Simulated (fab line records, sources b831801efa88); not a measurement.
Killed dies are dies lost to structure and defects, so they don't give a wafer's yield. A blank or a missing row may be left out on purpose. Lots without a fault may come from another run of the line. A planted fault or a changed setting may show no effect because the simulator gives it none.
fab line records | flow sfq_line
record lots=15 wafers=45 last_day=87
route steps=325 shown I4@173 JJ@179 M5@204
lots that met no fault: from a run of the same line without faults
start_h: hours from the record's first day to the start of the lot's first wafer shown | wait_h: hours since the lot's step before | " the same as in the row above | L1.1+2: a row that stands for several wafers | - no value, or no start given | * or withheld: withheld | < > ~ a bound
route shown NAME@n: a module of which the file shows steps, and the number in the route of the first | usual: mean/standard deviation of fault-free wafers | same: alike in all rows | chamber/n: place in a boat | sites: the reading at each site | _std_site: their standard deviation | _edge_site: outer sites' mean less inner sites' | radius_mm: how far each site lies from the wafer's centre | mask NAME#n: copy n | behind: the tool/chamber that last shaped the wafer | hold: why the lot was held/for how many hours/how that ended | device: the transistor (n, p or np) that didn't switch | end of line: the same wafers' tests at the end of the route | a step without rows: its recipe alone | killed: dies lost to structure and defects at the first sort, not the wafer's yield | map: a wafer's dies, x killed, . not, _ none there
set.NAME: the setting as run; set.NAME@STEP: as run at that earlier step | model.NAME: the simulator's own value behind a step, which no gauge read
steps of the route over a sample of lots; a table a step, a row a wafer
services: from which hour (start_h, from the record's first day; less than 0 if before it) a tool's chamber was out of use, for how many hours, and why
## steps
# step SFQ_I4_OVL_MEAS_928
# usual I4_OVL=2/5.8
# columns lot.wafer tool chamber start_h wait_h I4_OVL[nm]
L788.4 overlay-01 - 1006.65 0.1 4
L788.5 " - " " 1
L788.6 " - " " 0
L790.1 overlay-02 - 1085.99 0.1 5
L790.2 " - " " 6
L790.6 " - " " 5
L791.1 overlay-01 - 1094.39 0.1 2
L791.2 " - " " -6
L791.4 " - " " -1
L792.3 overlay-01 - 1098.00 0.1 4
L792.4 " - " " 7
L792.5 " - " " 1
L793.3 overlay-01 - 1099.20 0.1 2
L793.4 " - " " 2
L793.5 " - " " -5
L794.1 overlay-02 - 1189.50 0.1 -3
L794.4 " - " " 5
L794.6 " - " " -3
L802.3 overlay-02 - 1297.11 0.1 -6
L802.4 " - " " 0
L802.6 " - " " -4
L803.1 overlay-02 - 1300.70 0.1 7
L803.2 " - " " 5
L803.3 " - " " 6
L804.2 overlay-01 - 1350.15 0.1 10
L804.3 " - " " 11
L804.6 " - " " 5
L806.1 overlay-01 - 1360.95 0.1 -4
L806.4 " - " " -8
L806.5 " - " " -8
L807.3 overlay-02 - 1365.76 0.1 -5
L807.4 " - " " -3
L807.6 " - " " -3
L808.1 overlay-01 - 1366.95 0.1 9
L808.4 " - " " 11
L808.5 " - " " 10
L809.2 overlay-02 - 1368.15 0.1 0
L809.3 " - " " 7
L809.5 " - " " 1
L810.2 overlay-02 - 1380.07 0.1 3
L810.4 " - " " 10
L810.6 " - " " 6
L811.1 overlay-02 - 1381.26 0.1 9
L811.3 " - " " 6
L811.5 " - " " 7
# step SFQ_TRILAYER_JJ_TRILAYER_DEP_SPUTTER_109
# recipe material=Nb base_pressure_pa=1.33e-06 chamber_pressure_pa=0.1333 substrate_temp_c=20 target_thk_nm=150 power_w=2000 time_s=100
# usual throttle_valve_pct=30.1/0.61
# same time_s=100
# columns lot.wafer tool chamber start_h wait_h throttle_valve_pct
L788.4 pvd_sputter-05 - 1007.63 0.0 29.6
L788.5 " - " " 30.4
L788.6 " - " " 30.2
L790.1 pvd_sputter-03 - 1087.58 0.0 30.9
L790.2 " - " " 30.5
L790.6 " - " " 30.3
L791.1 pvd_sputter-04 - 1095.38 0.0 29.2
L791.2 " - " " 30.9
L791.4 " - " " 29.1
L792.3 pvd_sputter-05 - 1098.98 0.0 30.2
L792.4 " - " " 29.4
L792.5 " - " " 30.1
L793.3 pvd_sputter-03 - 1100.18 0.0 30.4
L793.4 " - " " 31.0
L793.5 " - " " 30.5
L794.1 pvd_sputter-04 - 1190.49 0.0 29.2
L794.4 " - " " 30.5
L794.6 " - " " 29.1
L802.3 pvd_sputter-05 - 1298.69 0.0 30.2
L802.4 " - " " 29.4
L802.6 " - " " 29.7
L803.1 pvd_sputter-04 - 1301.73 0.0 30.7
L803.2 " - " " 29.2
L803.3 " - " " 30.7
L804.2 pvd_sputter-03 - 1351.32 0.0 30.6
L804.3 " - " " 30.3
L804.6 " - " " 31.0
L806.1 pvd_sputter-03 - 1361.94 0.0 30.3
L806.4 " - " " 30.9
L806.5 " - " " 31.1
L807.3 pvd_sputter-05 - 1366.74 0.0 29.5
L807.4 " - " " 30.3
L807.6 " - " " 29.3
L808.1 pvd_sputter-03 - 1367.94 0.0 30.8
L808.4 " - " " 30.3
L808.5 " - " " 30.2
L809.2 pvd_sputter-05 - 1369.14 0.0 29.5
L809.3 " - " " 29.5
L809.5 " - " " 30.4
L810.2 pvd_sputter-05 - 1381.06 0.0 30.4
L810.4 " - " " 29.8
L810.6 " - " " 30.2
L811.1 pvd_sputter-03 - 1382.27 0.0 30.4
L811.3 " - " " 31.1
L811.5 " - " " 30.1
# step SFQ_TRILAYER_JJ_CE_LITHO_EXPOSE_115
# recipe mask_id=J5 na=0.6 source_shape=conventional sigma_outer=0.65 target_cd_nm=700 dose_mj=14.4
# same na=0.6
# columns lot.wafer tool chamber start_h wait_h mask
L788.4+5+6 krf_scanner-01 0 1012.61 - J5#0
L790.1+2+6 krf_scanner-01 0 1104.99 - J5#0
L791.1+2+4 krf_scanner-01 0 1106.19 - J5#0
L792.3+4+5 krf_scanner-01 0 1107.79 - J5#0
L793.3+4+5 krf_scanner-01 0 1108.99 - J5#0
L794.1+4+6 krf_scanner-02 0 1205.51 - J5#0
L802.3+4+6 krf_scanner-01 0 1302.32 - J5#0
L803.1+2+3 krf_scanner-01 0 1306.72 - J5#0
L804.2+3+6 krf_scanner-01 0 1353.62 - J5#0
L806.1+4+5 krf_scanner-01 0 1364.05 - J5#0
L807.3+4+6 krf_scanner-01 0 1369.25 - J5#0
L808.1+4+5 krf_scanner-01 0 1371.25 - J5#0
L809.2+3+5 krf_scanner-01 0 1372.65 - J5#0
L810.2+4+6 krf_scanner-02 0 1383.54 - J5#0
L811.1+3+5 krf_scanner-02 0 1384.54 - J5#0
# step SFQ_TRILAYER_JJ_CE_METRO_MEASURE_117
# usual cd_nm=699.8/1.4
# columns lot.wafer tool chamber start_h wait_h cd_nm
L788.4 cd_sem-01 - 1014.15 0.6 699.9
L788.5 " - " " 700.8
L788.6 " - " " 699.6
L790.1 cd_sem-01 - 1106.53 0.0 700.0
L790.2 " - " " 700.0
L790.6 " - " " 700.7
L791.1 cd_sem-02 - 1107.73 0.0 668.8
L791.2 " - " " 698.7
L791.4 " - " " 697.3
L792.3 cd_sem-01 - 1109.33 0.4 671.6
L792.4 " - " " 699.2
L792.5 " - " " 699.7
L793.3 cd_sem-02 - 1110.53 0.4 670.2
L793.4 " - " " 699.2
L793.5 " - " " 698.6
L794.1 cd_sem-01 - 1207.05 0.0 698.0
L794.4 " - " " 697.7
L794.6 " - " " 697.3
L802.3 cd_sem-01 - 1303.86 0.4 700.0
L802.4 " - " " 699.8
L802.6 " - " " 700.0
L803.1 cd_sem-02 - 1308.26 0.0 701.7
L803.2 " - " " 702.4
L803.3 " - " " 701.2
L804.2 cd_sem-01 - 1355.16 0.2 698.6
L804.3 " - " " 700.0
L804.6 " - " " 698.6
L806.1 cd_sem-01 - 1365.58 0.0 702.0
L806.4 " - " " 700.5
L806.5 " - " " 702.4
L807.3 cd_sem-02 - 1370.78 0.4 701.5
L807.4 " - " " 701.6
L807.6 " - " " 701.8
L808.1 cd_sem-01 - 1372.78 0.0 699.0
L808.4 " - " " 700.3
L808.5 " - " " 699.5
L809.2 cd_sem-02 - 1374.28 0.2 701.7
L809.3 " - " " 700.6
L809.5 " - " " 701.0
L810.2 cd_sem-01 - 1385.07 0.2 698.7
L810.4 " - " " 699.2
L810.6 " - " " 699.6
L811.1 cd_sem-02 - 1386.07 0.0 698.8
L811.3 " - " " 700.8
L811.5 " - " " 699.4
# step SFQ_M5_OVL_MEAS_932
# usual M5_OVL=-1/6.1
# columns lot.wafer tool chamber start_h wait_h M5_OVL[nm]
L788.4 overlay-02 - 1163.48 0.1 -3
L788.5 " - " " 4
L788.6 " - " " 2
L790.1 overlay-01 - 1241.10 0.1 -2
L790.2 " - " " 3
L790.6 " - " " 1
L791.1 overlay-01 - 1242.30 0.1 -5
L791.2 " - " " -4
L791.4 " - " " 1
L792.3 overlay-02 - 1244.60 0.1 5
L792.4 " - " " -2
L792.5 " - " " 4
L793.3 overlay-02 - 1245.80 0.1 -12
L793.4 " - " " -11
L793.5 " - " " -12
L794.1 overlay-02 - 1246.98 0.1 3
L794.4 " - " " 2
L794.6 " - " " -1
L802.3 overlay-01 - 1311.84 0.1 13
L802.4 " - " " 10
L802.6 " - " " 14
L803.1 overlay-01 - 1316.62 0.1 -11
L803.2 " - " " -5
L803.3 " - " " -3
L804.2 overlay-02 - 1360.87 0.1 -2
L804.3 " - " " -5
L804.6 " - " " 0
L806.1 overlay-02 - 1371.55 0.1 5
L806.4 " - " " -1
L806.5 " - " " 7
L807.3 overlay-02 - 1376.47 0.1 -3
L807.4 " - " " 1
L807.6 " - " " -2
L808.1 overlay-02 - 1514.82 0.1 3
L808.4 " - " " 4
L808.5 " - " " 1
L809.2 overlay-01 - 1518.43 0.1 7
L809.3 " - " " 3
L809.5 " - " " 3
L810.2 overlay-01 - 1525.63 0.1 -15
L810.4 " - " " -9
L810.6 " - " " -9
L811.1 overlay-02 - 1528.02 0.1 -3
L811.3 " - " " -4
L811.5 " - " " -1
## services
# columns tool chamber start_h hours kind
krf_scanner-01 - 985.61 1.0 pm
krf_scanner-01 - 1008.73 0.8 pm
cd_sem-02 - 1017.09 4.8 repair
cd_sem-02 - 1021.94 0.2 pm
pvd_sputter-05 - 1026.93 9.9 repair
cd_sem-01 - 1060.86 0.5 pm
cd_sem-02 - 1063.53 9.7 pm
cd_sem-01 - 1073.74 1.3 pm
cd_sem-01 - 1079.69 0.3 pm
cd_sem-02 - 1084.04 0.5 pm
cd_sem-01 - 1085.51 0.6 pm
krf_scanner-01 - 1103.69 1.3 pm
krf_scanner-01 - 1154.18 1.0 pm
cd_sem-01 - 1169.79 4.6 pm
krf_scanner-01 - 1173.96 0.8 pm
cd_sem-01 - 1229.62 9.3 pm
cd_sem-01 - 1244.86 1.0 pm
cd_sem-01 - 1257.74 1.0 pm
cd_sem-01 - 1263.69 1.0 pm
krf_scanner-01 - 1279.20 1.3 pm
krf_scanner-01 - 1323.52 1.0 pm
krf_scanner-01 - 1342.52 0.8 pm
krf_scanner-01 - 1350.52 1.7 repair
cd_sem-01 - 1356.16 2.3 pm
## key
first_sign step=SFQ_TRILAYER_JJ_CE_METRO_MEASURE_117 reading=cd_nm direction=down sigmas=21 usual=699.8 struck=670.2
effect none on later readings
met_at SFQ_TRILAYER_JJ_CE_LITHO_EXPOSE_115
struck_lots L791,L792,L793
struck_wafers L791.1,L792.3,L793.3
not_acting_at SFQ_I4_OVL_MEAS_928,SFQ_TRILAYER_JJ_TRILAYER_DEP_SPUTTER_109,SFQ_M5_OVL_MEAS_932
fault kind=process_parameter_drift tool=krf_scanner-01 chamber=- onset_h=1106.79 steps=SFQ_TRILAYER_JJ_CE_LITHO_EXPOSE_115 channel=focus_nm offset=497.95 shape=step end_h=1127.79 scope=struck_wafers_only
